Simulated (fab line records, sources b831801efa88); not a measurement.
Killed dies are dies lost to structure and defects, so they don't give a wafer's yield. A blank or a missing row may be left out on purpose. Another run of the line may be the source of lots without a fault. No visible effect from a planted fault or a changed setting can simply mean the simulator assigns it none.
Lot-split experiment :: flow gf180mcu :: 23 wafers read from 5 lots, route of 602 steps

## ABOUT THE SPLIT
At GF_SALICIDE_SPUTTER_03 (material TiN, target thk 20 nm, time 16.7 s), the setting time s was moved away from the recipe's 16.7 s on 8 of the 23 wafers read, by -9.9% to +12.2%. All remaining wafers had this setting at the recipe value.

## THE PATH FROM SPLIT TO READING: the file shows 1 step between them
- GF_SALICIDE_RS_MEAS_04: measures by four-point-probe

## THE READING
SALICIDE_TIN_THK, in nm, at GF_SALICIDE_THK_MEAS_05 (measures by xrf). Typical for fault-free wafers on this fab line: 20.23 nm, with standard deviation 0.26 nm.

wafer: L076.2
tool, chamber at the split: pvd sputter-04, -
time s as run, s: 16.7
against the recipe: recipe
SALICIDE_TIN_THK, nm: 20.08
against lot-mates on the recipe: -

wafer: L076.3
tool, chamber at the split: pvd sputter-04, -
time s as run, s: 16.7
against the recipe: recipe
SALICIDE_TIN_THK, nm: 20.25
against lot-mates on the recipe: -

wafer: L076.4
tool, chamber at the split: pvd sputter-04, -
time s as run, s: 16.7
against the recipe: recipe
SALICIDE_TIN_THK, nm: 20.08
against lot-mates on the recipe: -

wafer: L077.1
tool, chamber at the split: pvd sputter-04, -
time s as run, s: 16.7
against the recipe: recipe
SALICIDE_TIN_THK, nm: 20.70
against lot-mates on the recipe: -

wafer: L077.2
tool, chamber at the split: pvd sputter-04, -
time s as run, s: 16.7
against the recipe: recipe
SALICIDE_TIN_THK, nm: 20.35
against lot-mates on the recipe: -

wafer: L077.3
tool, chamber at the split: pvd sputter-04, -
time s as run, s: 17.97
against the recipe: +7.6%
SALICIDE_TIN_THK, nm: 21.79
against lot-mates on the recipe: +1.39

wafer: L077.4
tool, chamber at the split: pvd sputter-04, -
time s as run, s: 16.7
against the recipe: recipe
SALICIDE_TIN_THK, nm: 20.14
against lot-mates on the recipe: -

wafer: L077.5
tool, chamber at the split: pvd sputter-04, -
time s as run, s: 17.97
against the recipe: +7.6%
SALICIDE_TIN_THK, nm: 21.64
against lot-mates on the recipe: +1.24

wafer: L080.1
tool, chamber at the split: pvd sputter-01, -
time s as run, s: 16.7
against the recipe: recipe
SALICIDE_TIN_THK, nm: 20.18
against lot-mates on the recipe: -

wafer: L080.2
tool, chamber at the split: pvd sputter-01, -
time s as run, s: 16.7
against the recipe: recipe
SALICIDE_TIN_THK, nm: 20.85
against lot-mates on the recipe: -

wafer: L080.3
tool, chamber at the split: pvd sputter-01, -
time s as run, s: 16.7
against the recipe: recipe
SALICIDE_TIN_THK, nm: 20.78
against lot-mates on the recipe: -

wafer: L080.4
tool, chamber at the split: pvd sputter-01, -
time s as run, s: 18.73
against the recipe: +12.2%
SALICIDE_TIN_THK, nm: 23.04
against lot-mates on the recipe: +2.44

wafer: L080.6
tool, chamber at the split: pvd sputter-01, -
time s as run, s: 18.73
against the recipe: +12.2%
SALICIDE_TIN_THK, nm: 22.82
against lot-mates on the recipe: +2.22

wafer: L082.1
tool, chamber at the split: pvd sputter-02, -
time s as run, s: 17.51
against the recipe: +4.9%
SALICIDE_TIN_THK, nm: 21.01
against lot-mates on the recipe: +0.65

wafer: L082.2
tool, chamber at the split: pvd sputter-02, -
time s as run, s: 16.7
against the recipe: recipe
SALICIDE_TIN_THK, nm: 20.47
against lot-mates on the recipe: -

wafer: L082.3
tool, chamber at the split: pvd sputter-02, -
time s as run, s: 16.7
against the recipe: recipe
SALICIDE_TIN_THK, nm: 20.36
against lot-mates on the recipe: -

wafer: L082.4
tool, chamber at the split: pvd sputter-02, -
time s as run, s: 16.7
against the recipe: recipe
SALICIDE_TIN_THK, nm: 20.25
against lot-mates on the recipe: -

wafer: L082.6
tool, chamber at the split: pvd sputter-02, -
time s as run, s: 17.51
against the recipe: +4.9%
SALICIDE_TIN_THK, nm: 21.29
against lot-mates on the recipe: +0.93

wafer: L083.2
tool, chamber at the split: pvd sputter-01, -
time s as run, s: 16.7
against the recipe: recipe
SALICIDE_TIN_THK, nm: 20.15
against lot-mates on the recipe: -

wafer: L083.3
tool, chamber at the split: pvd sputter-01, -
time s as run, s: 15.04
against the recipe: -9.9%
SALICIDE_TIN_THK, nm: 18.40
against lot-mates on the recipe: -1.93

wafer: L083.4
tool, chamber at the split: pvd sputter-01, -
time s as run, s: 16.7
against the recipe: recipe
SALICIDE_TIN_THK, nm: 20.47
against lot-mates on the recipe: -

wafer: L083.5
tool, chamber at the split: pvd sputter-01, -
time s as run, s: 15.04
against the recipe: -9.9%
SALICIDE_TIN_THK, nm: 18.38
against lot-mates on the recipe: -1.95

wafer: L083.6
tool, chamber at the split: pvd sputter-01, -
time s as run, s: 16.7
against the recipe: recipe
SALICIDE_TIN_THK, nm: 20.38
against lot-mates on the recipe: -

THE FIT
A straight line over all 23 wafers: SALICIDE_TIN_THK changes by +0.199 nm for each +1% of time s; r = +0.98; the points scatter about the line by 0.23 nm.
The same after taking each lot's own level away (the mean of its wafers on the recipe; 23 wafers): +0.188 nm for each +1%; r = +0.99; scatter 0.18 nm.
On that fit, the largest move of time s shifts the reading by 2.3 nm.
The lots' own levels span 20.137 to 20.603 nm, that is 1.8 times the standard deviation above.
The two slopes agree, so the slope changes little with the lot-to-lot level.
Check: with one of the wafers moved furthest among these (+12.2%) left out of the fit, the line predicts +2.22 nm for it against its lot-mates. It came out at +2.44 nm against them.

## THE WHOLE CHAIN: every reading that the file lists as answering this split, in the file's order
step: GF_SALICIDE_SPUTTER_03
what it does: material TiN, target thk 20 nm, time 16.7 s
reading: TiN_of_SALICIDE_SPUTTER_03.thk nm (the simulator's own value, which no gauge read)
change (the file's fit): +0.185 nm for each +1% of the setting
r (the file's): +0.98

step: GF_SALICIDE_RS_MEAS_04
what it does: measures by four-point-probe
reading: SALICIDE_TIN_RS
change (the file's fit): -0.0634 for each +1% of the setting
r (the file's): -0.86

step: GF_SALICIDE_THK_MEAS_05
what it does: measures by xrf
reading: SALICIDE_TIN_THK
change (the file's fit): +0.187 for each +1% of the setting
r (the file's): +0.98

## THE FILE'S OWN FIT
SALICIDE_TIN_THK changes by +0.187 nm for each +1% of time s, r = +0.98.
